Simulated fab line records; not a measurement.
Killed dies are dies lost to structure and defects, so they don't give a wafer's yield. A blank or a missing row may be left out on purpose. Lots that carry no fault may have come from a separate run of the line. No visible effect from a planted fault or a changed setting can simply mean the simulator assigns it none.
fab line records | flow gf180mcu | part 1 of 2: steps 1 to 30 of 40
record lots=5 | wafers=15 | lastDay=34
route steps=602 shown PSD@256 NSD@262 SAB@264 SALICIDE@278 CONTACT@287
lots untouched by any fault: they come from a run of this same line in which no faults occurred
startH: hours from the record's opening day to when the first of the lot's shown wafers began | waitH: how many hours have passed since the lot's step before this one | " unchanged from the row above | L1.1+2: one row covering several wafers at once | - value missing, or start not given | * or withheld: withheld | < > ~ a bound
route shown NAME@n: names a module that has steps shown in the file, with the first one's number in the route | usual: average and standard deviation across the fault-free wafers | same: alike in all rows | chamber/n: place in a boat | sites: the reading at each site | _std_site: standard deviation across them | _edge_site: mean of outer sites minus mean of inner sites | radiusMm: how far each site lies from the wafer's centre | mask NAME#n: copy n | behind: the most recent tool/chamber to have shaped the wafer | hold: reason for holding the lot/hours on hold/outcome of the hold | device: which transistor (n, p or np) failed to switch | end of line: at the end of the route, the tests of the same wafers | for a step that has no rows: nothing shown but its recipe | killed: count of dies lost to structure and defects at first sort (not the wafer's yield) | map: a wafer's dies, x killed, . not, _ none there
set.NAME: the setting that was run; set.NAME@STEP: the one run at that earlier step | model.NAME: the simulator's own value behind a step, which no gauge read
lots at some steps of the route; a table a step, a row a wafer
services: when a tool's chamber went out of use (startH, in hours from the record's first day, below 0 if earlier), for how many hours, and the reason
## steps
# step GF_PSD_OVL_MEAS_08
# usual PSD_OVL=0.3/1.3
lot.wafer | tool       | chamber | startH | waitH | PSD_OVL[nm]
L081.1    | overlay-02 | -       | 374.70 | 0.1   | -0.9
L081.2    | "          | -       | "      | "     | 1.6
L081.5    | "          | -       | "      | "     | 1.1
L084.2    | overlay-02 | -       | 401.93 | 0.1   | 1.5
L084.5    | "          | -       | "      | "     | 3.1
L084.6    | "          | -       | "      | "     | 2.2
L093.1    | overlay-02 | -       | 480.95 | 0.1   | 1.3
L093.4    | "          | -       | "      | "     | 0.5
L093.5    | "          | -       | "      | "     | 0.8
L095.2    | overlay-01 | -       | 492.83 | 0.1   | -0.7
L095.4    | "          | -       | "      | "     | 0.1
L095.5    | "          | -       | "      | "     | -0.6
L097.3    | overlay-02 | -       | 509.68 | 0.1   | 0.3
L097.4    | "          | -       | "      | "     | 1.7
L097.6    | "          | -       | "      | "     | -0.2
# step GF_PSD_IMPLANT_09
# recipe species=BF2 | energyKev=40 | doseCm2=1.5e+15 | tiltDeg=7
# usual beamEnergyKeV=39.999/0.012 | beamOnS=10.04/0.2
lot.wafer | tool         | chamber | startH | waitH | beamEnergyKeV | beamOnS
L081.1    | implanter-02 | 0       | 374.73 | 0.0   | 40.005        | 9.96
L081.2    | "            | 0       | "      | "     | 39.978        | 10.15
L081.5    | "            | 0       | "      | "     | 40.009        | 10.62
L084.2    | implanter-03 | 0       | 401.98 | 0.0   | 40.001        | 10.19
L084.5    | "            | 0       | "      | "     | 39.990        | 9.84
L084.6    | "            | 0       | "      | "     | 39.992        | 10.07
L093.1    | implanter-04 | 0       | 480.98 | 0.0   | 40.008        | 10.07
L093.4    | "            | 0       | "      | "     | 40.011        | 9.55
L093.5    | "            | 0       | "      | "     | 39.979        | 10.24
L095.2    | implanter-02 | 0       | 492.88 | 0.0   | 39.983        | 9.80
L095.4    | "            | 0       | "      | "     | 40.003        | 10.04
L095.5    | "            | 0       | "      | "     | 40.004        | 9.89
L097.3    | implanter-02 | 0       | 509.76 | 0.1   | 40.005        | 10.02
L097.4    | "            | 0       | "      | "     | 40.014        | 9.85
L097.6    | "            | 0       | "      | "     | 40.002        | 10.06
# step GF_PSD_STRIP_10
# recipe chemistry=O2/N2 | powerW=1400 | pressureMtorr=1500 | platenTempC=250 | o2FlowSccm=3000 | n2FlowSccm=300 | overashFraction=0.5
# usual drypumpMotorCurrentA=5.8/0.67 | heaterPowerW=339/22 | oesProductAu=0.593/0.0048 | stripTimeToEndpointS=16.68/0.039
lot.wafer | tool           | chamber | startH | waitH | drypumpMotorCurrentA | heaterPowerW | oesProductAu | rfHoursCounterH | stripTimeToEndpointS
L081.1    | plasmaAsher-02 | 0       | 374.88 | 0.1   | 5.0                  | 345          | 0.596        | 28              | 16.68
L081.2    | "              | 1       | "      | "     | 6.2                  | 371          | 0.591        | 28              | 16.73
L081.5    | "              | 1       | "      | "     | 6.2                  | 371          | 0.589        | -               | 16.67
L084.2    | plasmaAsher-03 | 0       | 402.11 | 0.1   | 5.3                  | 349          | 0.593        | 73              | 16.67
L084.5    | "              | 1       | "      | "     | 5.9                  | 344          | 0.594        | -               | 16.68
L084.6    | "              | 0       | "      | "     | 5.3                  | 341          | 0.592        | -               | 16.68
L093.1    | plasmaAsher-02 | 1       | 481.13 | 0.1   | 6.2                  | 367          | 0.599        | 40              | 16.73
L093.4    | "              | 1       | "      | "     | 6.3                  | 376          | 0.591        | -               | 16.71
L093.5    | "              | 0       | "      | "     | 5.1                  | 342          | 0.598        | -               | 16.69
L095.2    | plasmaAsher-02 | 0       | 493.01 | 0.1   | 5.1                  | 359          | 0.594        | 41              | 16.69
L095.4    | "              | 0       | "      | "     | 5.1                  | 351          | 0.592        | -               | 16.66
L095.5    | "              | 0       | "      | "     | 5.1                  | 340          | 0.602        | -               | 16.70
L097.3    | plasmaAsher-04 | 0       | 509.89 | 0.1   | 6.7                  | 335          | 0.585        | -               | 16.68
L097.4    | "              | 1       | "      | "     | 5.3                  | 310          | 0.593        | -               | 16.70
L097.6    | "              | 0       | "      | "     | 6.7                  | 336          | 0.586        | -               | 16.67
# step GF_PSD_TW_MEAS_11
# usual PSD_TW=3173/15
lot.wafer | tool         | chamber | startH | waitH | PSD_TW
L081.1    | filmMetro-02 | -       | 374.98 | 0.1   | 3184
L081.2    | "            | -       | "      | "     | 3166
L081.5    | "            | -       | "      | "     | 3171
L084.2    | filmMetro-01 | -       | 402.22 | 0.1   | 3165
L084.5    | "            | -       | "      | "     | 3169
L084.6    | "            | -       | "      | "     | 3150
L093.1    | filmMetro-04 | -       | 481.23 | 0.1   | 3200
L093.4    | "            | -       | "      | "     | 3184
L093.5    | "            | -       | "      | "     | 3186
L095.2    | filmMetro-01 | -       | 493.12 | 0.1   | 3144
L095.4    | "            | -       | "      | "     | 3152
L095.5    | "            | -       | "      | "     | 3162
L097.3    | filmMetro-02 | -       | 509.98 | 0.1   | 3186
L097.4    | "            | -       | "      | "     | 3185
L097.6    | "            | -       | "      | "     | 3167
# step GF_PSD_CLEAN_12
# recipe chemistry=SC1/SC2 | mix=1:4:20 | tempC=70 | timeS=150 | dry=n2Spin
lot.wafer  | tool        | chamber | startH | waitH
L081.1+2+5 | wetBench-04 | 2       | 375.04 | 0.1
L084.2+5+6 | wetBench-03 | 3       | 402.27 | 0.0
L093.1+4+5 | wetBench-04 | 2       | 481.29 | 0.1
L095.2+4+5 | wetBench-02 | 3       | 493.17 | 0.0
L097.3+4+6 | wetBench-03 | 2       | 510.02 | 0.0
# step GF_PSD_RTA_13
# recipe tempC=1025 | timeS=20 | ambient=N2
# usual lampPowerPct=35.9/1 | wafer_temp_C_max=1031.6/1.6
lot.wafer | tool         | chamber | startH | waitH | lampPowerPct | wafer_temp_C_max
L081.1    | rtpAnneal-02 | 0       | 375.09 | 0.0   | 34.9         | 1030.9
L081.2    | "            | 0       | "      | "     | 34.9         | 1030.4
L081.5    | "            | 0       | "      | "     | 34.8         | 1032.8
L084.2    | rtpAnneal-01 | 0       | 402.33 | 0.0   | 36.8         | 1029.7
L084.5    | "            | 0       | "      | "     | 36.9         | 1030.3
L084.6    | "            | 0       | "      | "     | 36.8         | 1031.4
L093.1    | rtpAnneal-01 | 0       | 481.34 | 0.0   | 36.8         | 1032.2
L093.4    | "            | 0       | "      | "     | 36.9         | 1029.6
L093.5    | "            | 0       | "      | "     | 36.8         | 1031.0
L095.2    | rtpAnneal-01 | 0       | 493.23 | 0.0   | 36.8         | 1032.8
L095.4    | "            | 0       | "      | "     | 36.8         | 1030.1
L095.5    | "            | 0       | "      | "     | 36.9         | 1031.5
L097.3    | rtpAnneal-01 | 0       | 510.09 | 0.0   | 36.9         | 1032.9
L097.4    | "            | 0       | "      | "     | 36.8         | 1030.0
L097.6    | "            | 0       | "      | "     | 36.8         | 1030.3
# step GF_PSD_RS_MEAS_14
# recipe thkMeasGauge=four-point-probe
# usual NSD_RS=46.15/0.082
lot.wafer | tool         | chamber | startH | waitH | NSD_RS[ohm/sq]
L081.1    | filmMetro-04 | -       | 375.18 | 0.1   | 46.05
L081.2    | "            | -       | "      | "     | 46.22
L081.5    | "            | -       | "      | "     | 46.11
L084.2    | filmMetro-02 | -       | 402.42 | 0.1   | 46.20
L084.5    | "            | -       | "      | "     | 46.21
L084.6    | "            | -       | "      | "     | 46.08
L093.1    | filmMetro-02 | -       | 481.43 | 0.1   | 46.10
L093.4    | "            | -       | "      | "     | 46.20
L093.5    | "            | -       | "      | "     | 46.15
L095.2    | filmMetro-01 | -       | 493.32 | 0.1   | 46.07
L095.4    | "            | -       | "      | "     | 46.23
L095.5    | "            | -       | "      | "     | 46.23
L097.3    | filmMetro-01 | -       | 510.19 | 0.1   | 46.10
L097.4    | "            | -       | "      | "     | 46.07
L097.6    | "            | -       | "      | "     | 46.13
# step GF_PSD_RS_MEAS_15
# recipe thkMeasGauge=four-point-probe
# usual PSD_RS=108.57/0.23
lot.wafer | tool         | chamber | startH | waitH | PSD_RS[ohm/sq]
L081.1    | filmMetro-04 | -       | 375.30 | 0.1   | 108.49
L081.2    | "            | -       | "      | "     | 108.57
L081.5    | "            | -       | "      | "     | 108.37
L084.2    | filmMetro-02 | -       | 402.54 | 0.1   | 108.69
L084.5    | "            | -       | "      | "     | 108.87
L084.6    | "            | -       | "      | "     | 108.41
L093.1    | filmMetro-02 | -       | 481.55 | 0.1   | 108.59
L093.4    | "            | -       | "      | "     | 108.95
L093.5    | "            | -       | "      | "     | 108.78
L095.2    | filmMetro-01 | -       | 493.44 | 0.1   | 108.74
L095.4    | "            | -       | "      | "     | 108.65
L095.5    | "            | -       | "      | "     | 108.80
L097.3    | filmMetro-01 | -       | 510.31 | 0.1   | 108.69
L097.4    | "            | -       | "      | "     | 108.31
L097.6    | "            | -       | "      | "     | 108.04
# step GF_SAB_CVD_00
# recipe material=SiO2 | targetThkNm=50 | precursor=TEOS | tempC=400 | timeS=4.9302 | rfW=600
# usual heaterPowerW=689/87 | susceptorTempC=399.97/0.2
lot.wafer | tool     | chamber | startH | waitH | heaterPowerW | susceptorTempC
L081.1    | pecvd-04 | 2       | 375.42 | 0.1   | 456          | 400.10
L081.2    | "        | 0       | "      | "     | 813          | 399.81
L081.5    | "        | 1       | "      | "     | 770          | 400.10
L084.2    | pecvd-02 | 1       | 402.64 | 0.1   | 767          | 399.88
L084.5    | "        | 2       | "      | "     | 727          | 400.08
L084.6    | "        | 1       | "      | "     | 779          | 399.54
L093.1    | pecvd-04 | 1       | 481.67 | 0.1   | 807          | 399.66
L093.4    | "        | 1       | "      | "     | 806          | 399.90
L093.5    | "        | 2       | "      | "     | 528          | 399.97
L095.2    | pecvd-02 | 1       | 493.54 | 0.1   | 746          | 400.23
L095.4    | "        | 0       | "      | "     | 710          | 400.09
L095.5    | "        | 1       | "      | "     | 753          | 399.98
L097.3    | pecvd-03 | 1       | 510.39 | 0.1   | 567          | 400.27
L097.4    | "        | 0       | "      | "     | 702          | 400.44
L097.6    | "        | 1       | "      | "     | 556          | 400.09
# step GF_SAB_THK_MEAS_01
# recipe reads=SiO2_of_SAB_CVD_00
# usual SAB_CVD_00_THK=50.3/0.75
lot.wafer | tool         | chamber | startH | waitH | SAB_CVD_00_THK[nm]
L081.1    | filmMetro-02 | -       | 375.44 | 0.0   | 49.7
L081.2    | "            | -       | "      | "     | 49.6
L081.5    | "            | -       | "      | "     | 52.1
L084.2    | filmMetro-04 | -       | 402.67 | 0.0   | 49.8
L084.5    | "            | -       | "      | "     | 50.3
L084.6    | "            | -       | "      | "     | 50.8
L093.1    | filmMetro-04 | -       | 481.68 | 0.0   | 50.9
L093.4    | "            | -       | "      | "     | 51.5
L093.5    | "            | -       | "      | "     | 50.6
L095.2    | filmMetro-04 | -       | 493.57 | 0.0   | 49.9
L095.4    | "            | -       | "      | "     | 50.3
L095.5    | "            | -       | "      | "     | 50.4
L097.3    | filmMetro-04 | -       | 510.43 | 0.0   | 50.0
L097.4    | "            | -       | "      | "     | 50.7
L097.6    | "            | -       | "      | "     | 51.1
# step GF_SAB_DEHYDRATE_02
# recipe tempC=200 | timeS=60
lot.wafer  | tool          | chamber | startH | waitH
L081.1+2+5 | lithoTrack-04 | 0       | 386.00 | 10.6
L084.2+5+6 | lithoTrack-02 | 0       | 413.59 | 10.9
L093.1+4+5 | lithoTrack-02 | 0       | 493.11 | 11.4
L095.2+4+5 | lithoTrack-01 | 0       | 505.04 | 11.5
L097.3+4+6 | lithoTrack-02 | 0       | 521.61 | 11.2
# step GF_SAB_HMDS_03
# recipe primeTimeS=60 | primeTempC=120
lot.wafer  | tool          | chamber | startH | waitH
L081.1+2+5 | lithoTrack-04 | 0       | 386.15 | 0.1
L084.2+5+6 | lithoTrack-02 | 0       | 413.74 | 0.1
L093.1+4+5 | lithoTrack-02 | 0       | 493.26 | 0.1
L095.2+4+5 | lithoTrack-01 | 0       | 505.19 | 0.1
L097.3+4+6 | lithoTrack-02 | 0       | 521.76 | 0.1
# step GF_SAB_COAT_04
# recipe resist=NOVOLAK | spinRpm=3036 | resistThkNm=1000
lot.wafer  | tool          | chamber | startH | waitH
L081.1+2+5 | lithoTrack-04 | 0       | 386.30 | 0.1
L084.2+5+6 | lithoTrack-02 | 0       | 413.89 | 0.1
L093.1+4+5 | lithoTrack-02 | 0       | 493.41 | 0.1
L095.2+4+5 | lithoTrack-01 | 0       | 505.34 | 0.1
L097.3+4+6 | lithoTrack-02 | 0       | 521.91 | 0.1
# step GF_SAB_SOFTBAKE_05
# recipe tempC=90 | timeS=60 | resist=NOVOLAK
lot.wafer  | tool          | chamber | startH | waitH
L081.1+2+5 | lithoTrack-04 | 0       | 386.45 | 0.1
L084.2+5+6 | lithoTrack-02 | 0       | 414.04 | 0.1
L093.1+4+5 | lithoTrack-02 | 0       | 493.56 | 0.1
L095.2+4+5 | lithoTrack-01 | 0       | 505.49 | 0.1
L097.3+4+6 | lithoTrack-02 | 0       | 522.06 | 0.1
# step GF_SAB_EXPOSE_06
# recipe maskId=SAB | targetCdNm=420 | na=0.6 | sourceShape=conventional | sigmaOuter=0.6 | doseMj=140
lot.wafer  | tool            | chamber | startH | waitH | mask
L081.1+2+5 | ilineStepper-02 | 0       | -      | -     | SAB#0
L084.2+5+6 | ilineStepper-01 | 0       | -      | -     | SAB#0
L093.1+4+5 | ilineStepper-01 | 0       | -      | -     | SAB#0
L095.2+4+5 | ilineStepper-01 | 0       | -      | -     | SAB#0
L097.3+4+6 | ilineStepper-01 | 0       | -      | -     | SAB#0
# step GF_SAB_PEB_07
# recipe tempC=withheld | timeS=* | resist=NOVOLAK
lot.wafer  | tool          | chamber | startH | waitH
L081.1+2+5 | lithoTrack-02 | 0       | -      | -
L084.2+5+6 | lithoTrack-01 | 0       | -      | -
L093.1+4+5 | lithoTrack-04 | 0       | -      | -
L095.2+4+5 | lithoTrack-02 | 0       | -      | -
L097.3+4+6 | lithoTrack-01 | 0       | -      | -
# step GF_SAB_DEVELOP_08
# recipe developTimeS=60 | devTempC=23
lot.wafer  | tool          | chamber | startH | waitH
L081.1+2+5 | lithoTrack-02 | 0       | 397.76 | 0.1
L084.2+5+6 | lithoTrack-01 | 0       | 426.05 | 0.1
L093.1+4+5 | lithoTrack-04 | 0       | 505.20 | 0.1
L095.2+4+5 | lithoTrack-02 | 0       | 516.68 | 0.1
L097.3+4+6 | lithoTrack-01 | 0       | 533.62 | 0.1
# step GF_SAB_CD_MEAS_09
# recipe targetCdNm=420
# usual cdNm=419.8/2
lot.wafer | tool     | chamber | startH | waitH | cdNm
L081.1    | cdSem-02 | -       | 397.91 | 0.1   | 418.5
L081.2    | "        | -       | "      | "     | 421.2
L081.5    | "        | -       | "      | "     | 417.7
L084.2    | cdSem-01 | -       | 426.19 | 0.1   | 418.6
L084.5    | "        | -       | "      | "     | 420.1
L084.6    | "        | -       | "      | "     | 420.5
L093.1    | cdSem-02 | -       | 505.35 | 0.1   | 423.8
L093.4    | "        | -       | "      | "     | 425.0
L093.5    | "        | -       | "      | "     | 423.5
L095.2    | cdSem-02 | -       | 516.83 | 0.1   | 419.0
L095.4    | "        | -       | "      | "     | 419.3
L095.5    | "        | -       | "      | "     | 417.6
L097.3    | cdSem-01 | -       | 533.76 | 0.1   | 421.2
L097.4    | "        | -       | "      | "     | 422.3
L097.6    | "        | -       | "      | "     | 423.2
# step GF_SAB_OVL_MEAS_10
# usual SAB_OVL=0.2/1.8
lot.wafer | tool       | chamber | startH | waitH | SAB_OVL[nm]
L081.1    | overlay-01 | -       | 398.03 | 0.1   | 1.6
L081.2    | "          | -       | "      | "     | 1.2
L081.5    | "          | -       | "      | "     | 1.8
L084.2    | overlay-02 | -       | 426.30 | 0.1   | 1.6
L084.5    | "          | -       | "      | "     | 0.8
L084.6    | "          | -       | "      | "     | 0.0
L093.1    | overlay-02 | -       | 505.47 | 0.1   | -2.9
L093.4    | "          | -       | "      | "     | -3.1
L093.5    | "          | -       | "      | "     | -3.0
L095.2    | overlay-02 | -       | 516.93 | 0.1   | 0.1
L095.4    | "          | -       | "      | "     | 1.1
L095.5    | "          | -       | "      | "     | 0.8
L097.3    | overlay-01 | -       | 533.85 | 0.1   | -1.3
L097.4    | "          | -       | "      | "     | -0.7
L097.6    | "          | -       | "      | "     | -1.1
# step GF_SAB_ETCH_11
# recipe chemistry=C4F8/O2/Ar | maskMaterial=NOVOLAK | target=SiO2 | targetDepthNm=55 | sourceW=1500 | biasW=1200 | pressureMtorr=40 | c4f8FlowSccm=withheld | O2_flow_sccm=6 | Ar_flow_sccm=300 | timeS=8.5
# usual oesProductAu=1.002/0.0089
lot.wafer | tool       | chamber | startH | waitH | oesProductAu | rfHoursCounterH
L081.1    | rieDiel-03 | 0       | 398.07 | 0.0   | 0.993        | 104
L081.2    | "          | 3       | "      | "     | 1.007        | 21
L081.5    | "          | 1       | "      | "     | 0.999        | -
L084.2    | rieDiel-02 | 0       | 426.33 | 0.0   | 1.013        | 33
L084.5    | "          | 1       | "      | "     | 1.003        | -
L084.6    | "          | 0       | "      | "     | 1.008        | -
L093.1    | rieDiel-04 | 0       | 505.51 | 0.0   | 0.999        | 9
L093.4    | "          | 0       | "      | "     | 0.995        | -
L093.5    | "          | 1       | "      | "     | 1.015        | -
L095.2    | rieDiel-02 | 2       | 516.96 | 0.0   | 0.995        | 80
L095.4    | "          | 0       | "      | "     | 1.003        | 35
L095.5    | "          | 3       | "      | "     | 1.002        | -
L097.3    | rieDiel-03 | 3       | 533.88 | 0.0   | 1.004        | 25
L097.4    | "          | 2       | "      | "     | 1.019        | 83
L097.6    | "          | 0       | "      | "     | 0.995        | -
# step GF_SAB_WET_ETCH_12
# recipe chemistry=dHF | targetDepthNm=22 | dry=n2Spin | target=SiO2 | tempC=25 | dilution=100:1 | timeS=440
lot.wafer  | tool        | chamber | startH | waitH
L081.1+2+5 | wetBench-01 | 0       | 398.09 | 0.0
L084.2+5+6 | wetBench-03 | 2       | 426.35 | 0.0
L093.1+4+5 | wetBench-03 | 1       | 505.53 | 0.0
L095.2+4+5 | wetBench-01 | 0       | 516.99 | 0.0
L097.3+4+6 | wetBench-03 | 2       | 533.90 | 0.0
# step GF_SAB_STRIP_13
# recipe chemistry=O2/N2 | powerW=1400 | pressureMtorr=1500 | platenTempC=250 | o2FlowSccm=3000 | n2FlowSccm=300 | overashFraction=0.5
# usual drypumpMotorCurrentA=5.8/0.5 | heaterPowerW=334/40 | oesProductAu=0.710/0.0047 | stripTimeToEndpointS=12.53/0.039
lot.wafer | tool           | chamber | startH | waitH | drypumpMotorCurrentA | heaterPowerW | oesProductAu | rfHoursCounterH | stripTimeToEndpointS
L081.1    | plasmaAsher-03 | 1       | 398.23 | 0.0   | 5.9                  | 350          | 0.717        | 72              | 12.49
L081.2    | "              | 0       | "      | "     | 5.3                  | 332          | 0.707        | 72              | 12.48
L081.5    | "              | 1       | "      | "     | 5.9                  | 341          | 0.717        | -               | 12.48
L084.2    | plasmaAsher-01 | 1       | 426.49 | 0.0   | 5.8                  | 366          | 0.709        | 64              | 12.47
L084.5    | "              | 1       | "      | "     | 5.8                  | 365          | 0.703        | -               | 12.51
L084.6    | "              | 0       | "      | "     | 6.6                  | 259          | 0.707        | -               | 12.51
L093.1    | plasmaAsher-01 | 1       | 505.66 | 0.0   | 5.8                  | 367          | 0.705        | 73              | 12.55
L093.4    | "              | 0       | "      | "     | 6.6                  | 257          | 0.705        | -               | 12.52
L093.5    | "              | 0       | "      | "     | 6.6                  | 258          | 0.713        | -               | 12.52
L095.2    | plasmaAsher-03 | 1       | 517.14 | 0.0   | 5.9                  | 329          | 0.709        | 7               | 12.57
L095.4    | "              | 1       | "      | "     | 5.9                  | 334          | 0.706        | -               | 12.58
L095.5    | "              | 1       | "      | "     | 5.9                  | 339          | 0.715        | -               | 12.55
L097.3    | plasmaAsher-01 | 0       | 534.06 | 0.0   | 6.6                  | 262          | 0.718        | -               | 12.54
L097.4    | "              | 1       | "      | "     | 5.8                  | 367          | 0.702        | -               | 12.56
L097.6    | "              | 0       | "      | "     | 6.6                  | 261          | 0.705        | -               | 12.54
# step GF_SALICIDE_CLEAN_00
# recipe chemistry=SC1/SC2 | mix=1:4:20 | tempC=70 | timeS=150
lot.wafer  | tool        | chamber | startH | waitH
L081.1+2+5 | wetBench-02 | 0       | 398.33 | 0.1
L084.2+5+6 | wetBench-02 | 1       | 426.59 | 0.1
L093.1+4+5 | wetBench-04 | 1       | 505.76 | 0.1
L095.2+4+5 | wetBench-04 | 2       | 517.24 | 0.1
L097.3+4+6 | wetBench-04 | 3       | 534.13 | 0.0
# step GF_SALICIDE_WET_ETCH_01
# recipe chemistry=dHF | targetDepthNm=5 | dry=ipaMarangoni | target=SiO2 | tempC=25 | dilution=100:1 | timeS=100
lot.wafer  | tool        | chamber | startH | waitH
L081.1+2+5 | wetBench-01 | 1       | 398.38 | 0.0
L084.2+5+6 | wetBench-01 | 1       | 426.65 | 0.0
L093.1+4+5 | wetBench-01 | 2       | 505.81 | 0.0
L095.2+4+5 | wetBench-02 | 2       | 517.29 | 0.0
L097.3+4+6 | wetBench-04 | 2       | 534.18 | 0.0
# step GF_SALICIDE_SPUTTER_02
# recipe material=Co | targetThkNm=10 | powerW=1000 | timeS=20 | chamberPressurePa=0.4
# usual throttleValvePct=29.9/0.54
lot.wafer | tool          | chamber | startH | waitH | throttleValvePct
L081.1    | pvdSputter-02 | -       | 398.42 | 0.0   | 29.0
L081.2    | "             | -       | "      | "     | 29.7
L081.5    | "             | -       | "      | "     | 30.9
L084.2    | pvdSputter-01 | -       | 426.68 | 0.0   | 30.1
L084.5    | "             | -       | "      | "     | 29.8
L084.6    | "             | -       | "      | "     | 29.6
L093.1    | pvdSputter-02 | -       | 505.84 | 0.0   | 30.8
L093.4    | "             | -       | "      | "     | 29.4
L093.5    | "             | -       | "      | "     | 30.9
L095.2    | pvdSputter-04 | -       | 517.33 | 0.0   | 30.2
L095.4    | "             | -       | "      | "     | 29.9
L095.5    | "             | -       | "      | "     | 31.0
L097.3    | pvdSputter-02 | -       | 534.21 | 0.0   | 29.4
L097.4    | "             | -       | "      | "     | 29.8
L097.6    | "             | -       | "      | "     | 29.1
# step GF_SALICIDE_SPUTTER_03
# recipe material=TiN | targetThkNm=20 | powerW=6500 | timeS=16.7 | chamberPressurePa=0.4
# usual throttleValvePct=29.9/0.52
lot.wafer | tool          | chamber | startH | waitH | throttleValvePct
L081.1    | pvdSputter-02 | -       | 398.45 | 0.0   | 29.5
L081.2    | "             | -       | "      | "     | 29.9
L081.5    | "             | -       | "      | "     | 30.6
L084.2    | pvdSputter-01 | -       | 426.71 | 0.0   | 30.1
L084.5    | "             | -       | "      | "     | 29.7
L084.6    | "             | -       | "      | "     | 29.4
L093.1    | pvdSputter-02 | -       | 505.87 | 0.0   | 30.7
L093.4    | "             | -       | "      | "     | 29.4
L093.5    | "             | -       | "      | "     | 30.9
L095.2    | pvdSputter-04 | -       | 517.36 | 0.0   | 30.2
L095.4    | "             | -       | "      | "     | 29.8
L095.5    | "             | -       | "      | "     | 31.1
L097.3    | pvdSputter-02 | -       | 534.24 | 0.0   | 29.3
L097.4    | "             | -       | "      | "     | 29.8
L097.6    | "             | -       | "      | "     | 29.1
# step GF_SALICIDE_RS_MEAS_04
# recipe thkMeasGauge=four-point-probe | reads=TiN_of_SALICIDE_SPUTTER_03+Co_of_SALICIDE_SPUTTER_02
# usual SALICIDE_TIN_RS=16.32/0.29
lot.wafer | tool         | chamber | startH | waitH | SALICIDE_TIN_RS[ohm/sq]
L081.1    | filmMetro-03 | -       | 398.47 | 0.0   | 16.57
L081.2    | "            | -       | "      | "     | 16.69
L081.5    | "            | -       | "      | "     | 16.60
L084.2    | filmMetro-03 | -       | 426.76 | 0.0   | 16.52
L084.5    | "            | -       | "      | "     | 16.01
L084.6    | "            | -       | "      | "     | 16.12
L093.1    | filmMetro-01 | -       | 505.90 | 0.0   | 16.78
L093.4    | "            | -       | "      | "     | 16.27
L093.5    | "            | -       | "      | "     | 16.87
L095.2    | filmMetro-01 | -       | 517.40 | 0.0   | 16.71
L095.4    | "            | -       | "      | "     | 16.64
L095.5    | "            | -       | "      | "     | 16.03
L097.3    | filmMetro-01 | -       | 534.31 | 0.1   | 15.95
L097.4    | "            | -       | "      | "     | 16.09
L097.6    | "            | -       | "      | "     | 15.99
# step GF_SALICIDE_THK_MEAS_05
# recipe thkMeasGauge=xrf | reads=TiN_of_SALICIDE_SPUTTER_03
# usual SALICIDE_TIN_THK=20.1/0.3
lot.wafer | tool         | chamber | startH | waitH | SALICIDE_TIN_THK[nm]
L081.1    | filmMetro-03 | -       | 398.59 | 0.1   | 20.3
L081.2    | "            | -       | "      | "     | 20.2
L081.5    | "            | -       | "      | "     | 20.4
L084.2    | filmMetro-03 | -       | 426.87 | 0.1   | 20.1
L084.5    | "            | -       | "      | "     | 20.4
L084.6    | "            | -       | "      | "     | 20.2
L093.1    | filmMetro-01 | -       | 506.02 | 0.1   | 19.5
L093.4    | "            | -       | "      | "     | 19.8
L093.5    | "            | -       | "      | "     | 19.4
L095.2    | filmMetro-01 | -       | 517.51 | 0.1   | 20.2
L095.4    | "            | -       | "      | "     | 19.6
L095.5    | "            | -       | "      | "     | 20.3
L097.3    | filmMetro-01 | -       | 534.41 | 0.1   | 20.2
L097.4    | "            | -       | "      | "     | 20.0
L097.6    | "            | -       | "      | "     | 20.2
# step GF_SALICIDE_RTA_06
# recipe tempC=530 | timeS=30 | ambient=N2
# usual lampPowerPct=6.51/0.18 | wafer_temp_C_max=533.5/0.88
lot.wafer | tool         | chamber | startH | waitH | lampPowerPct | wafer_temp_C_max
L081.1    | rtpAnneal-02 | 0       | 398.65 | 0.1   | 6.32         | 533.4
L081.2    | "            | 0       | "      | "     | 6.32         | 534.7
L081.5    | "            | 0       | "      | "     | 6.32         | 533.6
L084.2    | rtpAnneal-02 | 0       | 426.93 | 0.1   | 6.33         | 532.8
L084.5    | "            | 0       | "      | "     | 6.32         | 534.8
L084.6    | "            | 0       | "      | "     | 6.33         | 532.8
L093.1    | rtpAnneal-01 | 0       | 506.08 | 0.1   | 6.68         | 531.7
L093.4    | "            | 0       | "      | "     | 6.68         | 533.3
L093.5    | "            | 0       | "      | "     | 6.69         | 533.2
L095.2    | rtpAnneal-02 | 0       | 517.58 | 0.1   | 6.33         | 533.7
L095.4    | "            | 0       | "      | "     | 6.32         | 533.7
L095.5    | "            | 0       | "      | "     | 6.32         | 536.0
L097.3    | rtpAnneal-01 | 0       | 534.48 | 0.1   | 6.69         | 533.3
L097.4    | "            | 0       | "      | "     | 6.68         | 532.7
L097.6    | "            | 0       | "      | "     | 6.69         | 533.2
# step GF_SALICIDE_WET_ETCH_07
# recipe chemistry=SPM | targetDepthNm=120 | dry=n2Spin
lot.wafer  | tool        | chamber | startH | waitH
L081.1+2+5 | wetBench-02 | 1       | 398.75 | 0.1
L084.2+5+6 | wetBench-04 | 3       | 427.02 | 0.1
L093.1+4+5 | wetBench-04 | 3       | 506.18 | 0.1
L095.2+4+5 | wetBench-02 | 2       | 517.66 | 0.1
L097.3+4+6 | wetBench-04 | 1       | 534.55 | 0.1
